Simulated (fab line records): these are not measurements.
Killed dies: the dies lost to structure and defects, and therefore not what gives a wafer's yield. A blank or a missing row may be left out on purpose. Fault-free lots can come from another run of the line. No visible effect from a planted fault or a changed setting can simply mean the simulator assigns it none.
One fault through the eyes of 2 desks :: flow gf180mcu :: what lay behind the numbers comes last; until then each desk has only its own

## TOOL OWNER'S DESK, implanter-03
The tool's own readings at GF_HV_LDD_IMPLANT_33: means of the sampled wafers that have a number, for each lot that ran on this tool. Marked OUT: a lot whose mean sits more than 4 standard deviations from the usual mean, which makes it out of limits; the brackets give that distance.
Columns: A = tilt_deg at GF_HV_LDD_IMPLANT_33, usual 30.001 degrees
lot: L122
first seen here: day 12 18:16
A: 29.984

lot: L121
first seen here: day 12 19:46
A: 30.009

lot: L123
first seen here: day 13 02:15
A: 30.009

lot: L124
first seen here: day 13 13:21
A: 29.996

lot: L129
first seen here: day 14 21:25
A: 29.985

lot: L135
first seen here: day 16 15:02
A: 29.978

lot: L140
first seen here: day 18 13:04
A: 29.998

lot: L142
first seen here: day 18 22:17
A: 29.999
This desk found nothing out of limits on any of the 8 lots.

## AT THE METROLOGY DESK
What the gauges read for every lot (on any tool): the sampled wafers with a number, averaged. Marked OUT: a lot whose mean sits more than 4 standard deviations from the usual mean, which makes it out of limits; the brackets give that distance.
Columns: A = HV_LDD_RS at GF_HV_LDD_RS_MEAS_53, usual 418.7 ohm/sq; B = CONTACT_CVD_02_THK at GF_CONTACT_THK_MEAS_03, usual 861 nm
lot: L120
first seen here: day 13 07:29
A: 418.1
B: 862

lot: L122
first seen here: day 13 15:35
A: 417.8
B: 861

lot: L121
first seen here: day 13 17:26
A: 418.6
B: 869

lot: L123
first seen here: day 13 23:40
A: 419.5
B: 866

lot: L124
first seen here: day 14 10:11
A: 417.7
B: 855

lot: L125
first seen here: day 14 12:11
A: 418.3
B: 859

lot: L127
first seen here: day 15 07:17
A: 420.5
B: 862

lot: L129
first seen here: day 15 19:17
A: 418.9
B: 861

lot: L130
first seen here: day 16 05:22
A: 417.8
B: 853

lot: L131
first seen here: day 16 09:22
A: 419.2
B: 865

lot: L133
first seen here: day 16 23:19
A: 419.4
B: 863

lot: L135
first seen here: day 17 15:07
A: 417.6
B: 849

lot: L140
first seen here: day 19 14:58
A: 421.6
B: 862

lot: L142
first seen here: day 20 00:17
A: 423.6 (+5.3) OUT
B: 858
This desk finds L142 out of limits, with the earliest case on L142 at day 20 00:17 (HV_LDD_RS at GF_HV_LDD_RS_MEAS_53). In limits: L120, L122, L121, L123, L124, L125, L127, L129, L130, L131, L133, L135, L140.

## TAKEN TOGETHER
L142 would have let the metrology desk raise an alarm at day 20 00:17.
Nothing out of limits was seen by the tool owner's desk.
On record at the tool owner's desk: L142, within its limits.
All the named lots went through GF_HV_LDD_IMPLANT_33 on implanter-03.

## WHAT THE SIMULATOR PUT IN
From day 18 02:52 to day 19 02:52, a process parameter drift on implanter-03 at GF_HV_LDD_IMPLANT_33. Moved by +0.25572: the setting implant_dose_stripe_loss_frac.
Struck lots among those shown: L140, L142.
Delay in hours, fault start to first out-of-limits reading, per desk: metrology desk 45.
